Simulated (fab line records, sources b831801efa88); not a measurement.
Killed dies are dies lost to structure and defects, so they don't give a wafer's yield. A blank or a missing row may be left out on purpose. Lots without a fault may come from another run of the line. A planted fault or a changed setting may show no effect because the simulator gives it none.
Chamber matching | flow sky130 | SKY_FIELD_ISO_ETCH_17 on rie_si-02: 4 sister chambers
The step etches Si in HBr/Cl2/O2, target depth 342 nm, time 97.7 s. 4 wafers are shown with their chamber, then 8 later ones without.

WAFERS WITH THEIR CHAMBER
wafer  | chamber | drypump_motor_current_A (A)
L866.6 | 0       | 6.5
L872.6 | 2       | 5.6
L873.6 | 3       | 6.7
L874.1 | 1       | 6.0

WAFERS WITHOUT THEIR CHAMBER
wafer  | drypump_motor_current_A (A)
L874.4 | 6.7
L874.5 | 5.6
L876.3 | 5.6
L876.4 | 6.5
L876.5 | 5.7
L877.1 | 6.7
L877.3 | 6.5
L877.4 | 5.6

WHICH CHAMBER EACH WENT THROUGH
wafer  | from the rows above | in truth
L874.4 | 3                   | 3
L874.5 | 2                   | 2
L876.3 | 2                   | 2
L876.4 | 0                   | 0
L876.5 | 2                   | 2
L877.1 | 3                   | 3
L877.3 | 0                   | 0
L877.4 | 2                   | 2
Placed correctly: 8 of 8. Can't be placed from these rows: 0. Placed wrongly: 0.
How it was worked out, from the rows above alone: a wafer's distance from a chamber is the root of the sum, over the readings, of the square of ((its reading less the chamber's mean) divided by the reading's scatter). The wafer belongs to the nearest chamber; if the next one is less than 2 further off, it can't be placed. A chamber's mean is the mean of its shown wafers. The scatter: with one shown wafer a chamber, the root of the mean of the squares of how far each hidden wafer lies from its nearest shown one.
